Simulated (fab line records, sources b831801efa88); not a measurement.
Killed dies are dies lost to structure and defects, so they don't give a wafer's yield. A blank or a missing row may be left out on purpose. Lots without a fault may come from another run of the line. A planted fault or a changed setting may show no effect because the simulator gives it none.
fab line records | flow sky130
record lots=12 wafers=36 last_day=50
route steps=708 shown NWELL@64 CONTACT@410 METAL3@535 CAPM@549
lots that met no fault: from a run of the same line without faults
start_h: hours from the record's first day to the start of the lot's first wafer shown | wait_h: hours since the lot's step before | " the same as in the row above | L1.1+2: a row that stands for several wafers | - no value, or no start given | * or withheld: withheld | < > ~ a bound
route shown NAME@n: a module of which the file shows steps, and the number in the route of the first | usual: mean/standard deviation of fault-free wafers | same: alike in all rows | chamber/n: place in a boat | sites: the reading at each site | _std_site: their standard deviation | _edge_site: outer sites' mean less inner sites' | radius_mm: how far each site lies from the wafer's centre | mask NAME#n: copy n | behind: the tool/chamber that last shaped the wafer | hold: why the lot was held/for how many hours/how that ended | device: the transistor (n, p or np) that didn't switch | end of line: the same wafers' tests at the end of the route | a step without rows: its recipe alone | killed: dies lost to structure and defects at the first sort, not the wafer's yield | map: a wafer's dies, x killed, . not, _ none there
set.NAME: the setting as run; set.NAME@STEP: as run at that earlier step | model.NAME: the simulator's own value behind a step, which no gauge read
steps of the route over a sample of lots; a table a step, a row a wafer
services: from which hour (start_h, from the record's first day; less than 0 if before it) a tool's chamber was out of use, for how many hours, and why
## steps
# step SKY_NWELL_IMPLANT_11
# recipe species=P energy_kev=400 dose_cm2=1.9e+13 tilt_deg=withheld
# usual dose_ions_cm2=1.9001e+13/2.1e+10 faraday_current_uA=107.1/2.2
# columns lot.wafer tool chamber start_h wait_h dose_ions_cm2 faraday_current_uA
L905.1 implanter-01 0 85.83 0.0 1.8966e+13 107.6
L905.2 " 0 " " 1.8979e+13 111.5
L905.5 " 0 " " 1.9003e+13 107.9
L907.2 implanter-04 0 100.75 0.0 1.9012e+13 108.5
L907.4 " 0 " " 1.899e+13 110.2
L907.6 " 0 " " 1.9012e+13 111.3
L908.1 implanter-04 0 106.12 0.0 1.9006e+13 106.3
L908.2 " 0 " " 1.9016e+13 110.5
L908.3 " 0 " " 1.9007e+13 107.7
L909.2 implanter-04 0 108.55 0.0 1.9033e+13 104.5
L909.4 " 0 " " 1.8995e+13 107.8
L909.6 " 0 " " 1.9013e+13 109.7
L910.2 implanter-04 0 111.94 0.0 1.3682e+13 75.8
L910.4 " 0 " " 1.3701e+13 78.4
L910.5 " 0 " " 1.3698e+13 78.1
L911.2 implanter-04 0 119.28 0.0 1.3699e+13 78.6
L911.3 " 0 " " 1.3694e+13 75.0
L911.4 " 0 " " 1.3748e+13 78.3
L914.1 implanter-01 0 133.97 0.0 1.9001e+13 107.8
L914.2 " 0 " " 1.9005e+13 107.4
L914.4 " 0 " " 1.8994e+13 107.8
L915.1 implanter-01 0 144.33 0.0 1.9024e+13 105.7
L915.3 " 0 " " 1.8979e+13 108.4
L915.5 " 0 " " 1.902e+13 107.7
L921.1 implanter-01 0 183.23 0.0 1.8984e+13 106.4
L921.2 " 0 " " 1.8969e+13 108.7
L921.6 " 0 " " 1.9e+13 110.5
L922.1 implanter-03 0 185.42 0.0 1.8997e+13 104.6
L922.2 " 0 " " 1.9012e+13 105.9
L922.3 " 0 " " 1.9024e+13 106.3
L927.1 implanter-04 0 212.98 0.0 1.9019e+13 106.8
L927.3 " 0 " " 1.8982e+13 107.5
L927.5 " 0 " " 1.8987e+13 109.6
L928.1 implanter-01 0 223.75 0.0 1.8972e+13 105.5
L928.4 " 0 " " 1.9004e+13 106.5
L928.6 " 0 " " 1.8942e+13 106.5
# step SKY_NWELL_TW_MEAS_15
# usual NWELL_TW=1804/18
# columns lot.wafer tool chamber start_h wait_h NWELL_TW
L905.1 film_metro-01 - 86.38 0.1 1789
L905.2 " - " " 1791
L905.5 " - " " 1793
L907.2 film_metro-01 - 101.29 0.1 1792
L907.4 " - " " 1797
L907.6 " - " " 1796
L908.1 film_metro-02 - 106.67 0.1 1789
L908.2 " - " " 1784
L908.3 " - " " 1783
L909.2 film_metro-04 - 109.09 0.1 1847
L909.4 " - " " 1840
L909.6 " - " " 1852
L910.2 film_metro-02 - 112.48 0.1 1623
L910.4 " - " " 1624
L910.5 " - " " 1618
L911.2 film_metro-01 - 119.81 0.1 1617
L911.3 " - " " 1641
L911.4 " - " " 1638
L914.1 film_metro-02 - 134.52 0.1 1797
L914.2 " - " " 1802
L914.4 " - " " 1800
L915.1 film_metro-01 - 144.88 0.1 1789
L915.3 " - " " 1793
L915.5 " - " " 1798
L921.1 film_metro-04 - 183.78 0.1 1831
L921.2 " - " " 1834
L921.6 " - " " 1829
L922.1 film_metro-01 - 185.97 0.1 1790
L922.2 " - " " 1795
L922.3 " - " " 1793
L927.1 film_metro-01 - 213.53 0.1 1798
L927.3 " - " " 1794
L927.5 " - " " 1803
L928.1 film_metro-02 - 224.30 0.1 1796
L928.4 " - " " 1786
L928.6 " - " " 1797
# step SKY_NWELL_RS_MEAS_29
# recipe thk_meas_gauge=four-point-probe
# usual NWELL_RS=623.8/1.8
# columns lot.wafer tool chamber start_h wait_h NWELL_RS[ohm/sq]
L905.1 film_metro-01 - 103.77 0.1 624.4
L905.2 " - " " 624.5
L905.5 " - " " 624.5
L907.2 film_metro-04 - 119.66 0.1 622.6
L907.4 " - " " 621.2
L907.6 " - " " 620.2
L908.1 film_metro-04 - 124.62 0.1 623.5
L908.2 " - " " 623.3
L908.3 " - " " 624.1
L909.2 film_metro-02 - 127.21 0.1 623.9
L909.4 " - " " 626.8
L909.6 " - " " 625.6
L910.2 film_metro-01 - 130.34 0.1 743.9
L910.4 " - " " 744.9
L910.5 " - " " 745.5
L911.2 film_metro-01 - 138.95 0.1 744.9
L911.3 " - " " 743.4
L911.4 " - " " 744.8
L914.1 film_metro-02 - 154.27 0.1 626.7
L914.2 " - " " 627.0
L914.4 " - " " 626.8
L915.1 film_metro-01 - 164.33 0.1 626.1
L915.3 " - " " 625.1
L915.5 " - " " 624.6
L921.1 film_metro-01 - 203.68 0.1 624.0
L921.2 " - " " 623.2
L921.6 " - " " 622.1
L922.1 film_metro-04 - 205.39 0.1 625.0
L922.2 " - " " 621.0
L922.3 " - " " 623.8
L927.1 film_metro-04 - 236.21 0.1 620.1
L927.3 " - " " 620.0
L927.5 " - " " 620.3
L928.1 film_metro-02 - 247.14 0.1 625.9
L928.4 " - " " 625.9
L928.6 " - " " 625.1
# step SKY_CONTACT_CMP_04
# recipe material=SiO2 down_force_psi=4 platen_rpm=60 pad_velocity_m_s=0.94248
# usual motor_current_A=11.3/1 platen_rpm=60.00/0.043 time_to_endpoint_s=81/3.8
# columns lot.wafer tool chamber start_h wait_h motor_current_A platen_rpm time_to_endpoint_s
L905.1 cmp-01 3 693.79 0.1 10.3 60.00 78
L905.2 " 1 " " 10.8 59.96 84
L905.5 " 3 " " 10.0 60.02 79
L907.4 cmp-02 3 719.14 0.0 10.8 59.99 84
L907.2 " 0 " " 11.7 59.87 81
L907.6 " 3 " " 11.0 59.94 83
L908.2 cmp-02 1 726.75 0.0 10.0 60.04 87
L908.1 " 3 " " 11.5 59.92 85
L908.3 " 0 " " 11.9 60.05 81
L910.2 cmp-02 2 730.76 0.1 12.4 59.96 75
L910.4 " 3 " " 10.7 59.97 82
L910.5 " 1 " " 9.9 60.03 78
L909.4 cmp-01 0 736.90 0.0 13.1 60.03 81
L909.2 " 3 " " 10.3 60.03 81
L909.6 " 0 " " 12.8 59.99 77
L911.2 cmp-01 2 750.72 0.0 10.8 60.06 81
L911.4 " 3 " " 10.5 59.97 80
L911.3 " 1 " " 10.9 60.01 81
L914.4 cmp-01 3 768.95 0.0 10.3 59.95 79
L914.2 " 0 " " 12.7 59.98 79
L914.1 " 1 " " 11.7 60.00 80
L915.3 cmp-01 3 784.55 0.4 10.1 60.04 81
L915.1 " 0 " " 13.0 60.06 80
L915.5 " 1 " " 11.3 60.01 78
L921.2 cmp-01 2 836.18 0.1 10.7 59.84 85
L921.1 " 3 " " 10.7 60.02 86
L921.6 " 1 " " 11.6 60.00 80
L922.3 cmp-01 2 839.40 0.0 11.1 60.02 79
L922.2 " 3 " " 10.5 60.05 81
L922.1 " 1 " " 11.3 59.96 79
L927.3 cmp-01 2 867.33 0.5 10.9 60.10 84
L927.1 " 1 " " 11.2 60.04 92
L927.5 " 3 " " 10.6 60.07 85
L928.4 cmp-01 0 881.68 0.1 12.5 60.04 84
L928.1 " 1 " " 11.8 59.99 87
L928.6 " 0 " " 12.8 60.00 82
# step SKY_METAL3_SPUTTER_03
# recipe material=Ti target_thk_nm=5 power_w=3000 time_s=3.3 chamber_pressure_pa=0.4
# usual throttle_valve_pct=30.4/1.2
# columns lot.wafer tool chamber start_h wait_h throttle_valve_pct
L905.1 pvd_sputter-03 - 837.84 0.0 30.9
L905.2 " - " " 32.2
L905.5 " - " " 28.8
L907.2 pvd_sputter-03 - 861.77 0.0 32.4
L907.4 " - " " 31.3
L907.6 " - " " 32.3
L908.1 pvd_sputter-04 - 867.49 0.0 29.5
L908.2 " - " " 30.4
L908.3 " - " " 30.9
L910.2 pvd_sputter-01 - 874.15 0.0 29.3
L910.4 " - " " 30.3
L910.5 " - " " 29.9
L909.2 pvd_sputter-03 - 877.63 0.0 28.4
L909.4 " - " " 30.7
L909.6 " - " " 32.1
L911.2 pvd_sputter-03 - 889.17 0.0 28.4
L911.3 " - " " 30.9
L911.4 " - " " 30.6
L914.1 pvd_sputter-03 - 906.39 0.0 28.2
L914.2 " - " " 31.1
L914.4 " - " " 30.7
L915.1 pvd_sputter-03 - 921.80 0.0 30.7
L915.3 " - " " 28.4
L915.5 " - " " 28.5
L921.1 pvd_sputter-01 - 967.46 0.0 31.0
L921.2 " - " " 30.1
L921.6 " - " " 29.9
L922.1 pvd_sputter-04 - 969.40 0.0 29.1
L922.2 " - " " 30.6
L922.3 " - " " 29.5
L927.1 pvd_sputter-04 - 997.20 0.0 30.6
L927.3 " - " " 29.6
L927.5 " - " " 30.7
L928.1 pvd_sputter-04 - 1011.99 0.0 29.5
L928.4 " - " " 30.4
L928.6 " - " " 30.8
# step SKY_CAPM_OVL_MEAS_12
# usual CAPM_OVL=-0.3/1.3
# columns lot.wafer tool chamber start_h wait_h CAPM_OVL[nm]
L905.1 overlay-01 - 864.07 0.1 -0.8
L905.2 " - " " 1.6
L905.5 " - " " -0.7
L907.2 overlay-02 - 886.42 0.1 -3.1
L907.4 " - " " -2.2
L907.6 " - " " -2.2
L908.1 overlay-01 - 892.78 0.1 0.4
L908.2 " - " " 0.2
L908.3 " - " " 1.3
L910.2 overlay-01 - 904.89 0.1 -0.7
L910.4 " - " " -2.1
L910.5 " - " " -1.4
L909.2 overlay-01 - 905.19 0.1 -0.4
L909.4 " - " " -0.1
L909.6 " - " " 1.1
L911.2 overlay-01 - 913.24 0.1 0.0
L911.3 " - " " -1.6
L911.4 " - " " -2.1
L914.1 overlay-01 - 931.17 0.1 2.3
L914.2 " - " " 1.8
L914.4 " - " " 1.1
L915.1 overlay-01 - 947.57 0.1 -0.1
L915.3 " - " " -0.6
L915.5 " - " " -0.7
L921.1 overlay-02 - 991.08 0.1 -1.3
L921.2 " - " " -1.5
L921.6 " - " " -2.5
L922.1 overlay-02 - 993.87 0.1 -0.3
L922.2 " - " " 0.3
L922.3 " - " " -0.4
L927.1 overlay-01 - 1020.68 0.1 1.7
L927.3 " - " " 0.6
L927.5 " - " " 0.4
L928.1 overlay-02 - 1035.02 0.1 -0.1
L928.4 " - " " -0.5
L928.6 " - " " -0.4
## services
# columns tool chamber start_h hours kind
cmp-01 - 68.95 0.3 repair
implanter-04 - 98.29 0.7 repair
cmp-01 - 107.85 1.5 repair
cmp-01 - 119.48 1.3 repair
cmp-01 - 150.73 4.0 pm
implanter-04 - 160.16 2.0 repair
cmp-01 - 173.95 5.4 pm
implanter-04 - 185.53 2.8 pm
cmp-01 - 197.71 2.2 repair
implanter-04 - 222.41 1.9 repair
cmp-01 - 232.06 4.0 pm
cmp-01 - 276.23 0.7 repair
cmp-01 - 458.01 15.4 pm
cmp-01 - 542.95 4.5 pm
cmp-01 - 561.45 0.8 repair
cmp-01 - 572.06 4.0 pm
cmp-01 - 714.75 5.1 repair
cmp-01 - 822.86 5.5 pm
cmp-01 - 865.72 1.6 repair
cmp-01 - 868.11 0.4 repair
cmp-01 - 911.95 10.2 pm
cmp-01 - 922.15 4.0 pm
cmp-01 - 944.04 4.4 repair
cmp-01 - 971.26 0.4 repair
## key
first_sign step=SKY_NWELL_IMPLANT_11 reading=dose_ions_cm2 direction=down sigmas=99+ usual=* struck=*
effect step=SKY_NWELL_IMPLANT_11 reading=faraday_current_uA direction=down sigmas=14 usual=107.1 struck=77.4
effect step=SKY_NWELL_TW_MEAS_15 reading=NWELL_TW direction=down sigmas=9.8 usual=1804 struck=1627
effect step=SKY_NWELL_RS_MEAS_29 reading=NWELL_RS direction=up sigmas=68 usual=623.8 struck=744.6
met_at SKY_NWELL_IMPLANT_11
struck_lots L910,L911
tester_left_out L910,L911
not_acting_at SKY_CONTACT_CMP_04,SKY_METAL3_SPUTTER_03,SKY_CAPM_OVL_MEAS_12
onset_between 108.55 111.94
fault kind=process_parameter_drift tool=implanter-04 chamber=- onset_h=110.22 steps=SKY_NWELL_IMPLANT_11 channel=dose_cm2 offset=* shape=step end_h=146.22 acts_in=* stated=*
# tester_left_out: of these lots the tester's yield and bins aren't shown, on N5 and GAA mostly nor the transistor test; their killed dies are dies lost to structure and defects alone, not to doping, threshold or leakage, so they don't give the yield
